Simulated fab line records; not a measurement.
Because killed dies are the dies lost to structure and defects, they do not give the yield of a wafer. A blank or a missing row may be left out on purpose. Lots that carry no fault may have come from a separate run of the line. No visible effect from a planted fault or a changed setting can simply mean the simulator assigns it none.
2 desks, one fault :: flow sky130 :: each desk holds nothing but its own numbers, with what lay behind them at the end

AT THE TOOL OWNER'S DESK: cmp-01
The tool's own readings at SKY_VIA1_CMP_24 (polishes, stops on SiO2, t overpolish 15 s, target thk 0 nm): means of the sampled wafers that have a number, for each lot that ran on this tool. Any lot whose mean is over 4 standard deviations away from the usual mean is out of limits and marked OUT; that distance is given in the brackets.
Columns: A = edge_zone_pressure_frac at SKY_VIA1_CMP_24, usual 1.001; B = motor_current_A at SKY_VIA1_CMP_24, usual 11.0 A; C = overpolish_run_s at SKY_VIA1_CMP_24, usual 15.002 s; D = time_to_endpoint_s at SKY_VIA1_CMP_24, usual 66 s
lot: L650
first seen here: day 35 15:02
A: 1.003
B: 11.1
C: 15.004
D: 65

lot: L651
first seen here: day 35 17:02
A: 1.002
B: 11.3
C: 15.003
D: 67

lot: L652
first seen here: day 35 23:01
A: 1.000
B: 11.5
C: 14.995
D: 67

lot: L653
first seen here: day 36 09:39
A: 1.002
B: 11.1
C: 15.000
D: 64

lot: L654
first seen here: day 36 12:58
A: 1.002
B: 11.4
C: 14.995
D: 61

lot: L657
first seen here: day 37 17:16
A: 1.004
B: 11.3
C: 15.002
D: 66

lot: L663
first seen here: day 39 13:25
A: 0.997
B: 11.3
C: 15.009
D: 66

lot: L666
first seen here: day 40 07:38
A: 1.000
B: 11.0
C: 5.027 (-99 or more) OUT
D: 89 (+7.2) OUT
This desk's verdict: out of limits on L666, starting with L666 at day 40 07:38 (overpolish_run_s at SKY_VIA1_CMP_24). Within limits: L650, L651, L652, L653, L654, L657, L663.

THE METROLOGY DESK
Means of the sampled wafers that have a number, per lot and without regard to the tool the lot ran on: this is what the gauges read. Any lot whose mean is over 4 standard deviations away from the usual mean is out of limits and marked OUT; that distance is given in the brackets.
Columns: A = METAL2_ALCU_RS at SKY_METAL2_RS_MEAS_05, usual 0.1234 ohm/sq
lot: L648
first seen here: day 34 16:35
A: 0.1232

lot: L649
first seen here: day 35 08:41
A: 0.1242

lot: L650
first seen here: day 35 15:28
A: 0.1226

lot: L651
first seen here: day 35 17:21
A: 0.1229

lot: L652
first seen here: day 35 23:26
A: 0.1245

lot: L653
first seen here: day 36 10:02
A: 0.1241

lot: L654
first seen here: day 36 13:24
A: 0.1257

lot: L657
first seen here: day 37 17:36
A: 0.1228

lot: L660
first seen here: day 38 21:15
A: 0.1238

lot: L661
first seen here: day 38 22:22
A: 0.1242

lot: L663
first seen here: day 39 13:46
A: 0.1245

lot: L666
first seen here: day 40 08:05
A: 0.1213
Finding of this desk: none of the 12 lots has anything out of limits.

BROUGHT TOGETHER
At day 40 07:38, on L666, the tool owner's desk was in a position to raise an alarm.
The metrology desk saw nothing out of limits.
The metrology desk has L666 on record, within its limits.
The lots listed all ran SKY_VIA1_CMP_24 on cmp-01.

WHAT WAS PUT IN BY THE SIMULATOR
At SKY_VIA1_CMP_24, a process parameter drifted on cmp-01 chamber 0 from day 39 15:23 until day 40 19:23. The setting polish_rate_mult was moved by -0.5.
Lots struck among those shown: L666.
Each desk's first reading out of limits, in hours after the fault started: the tool owner's desk, 16.
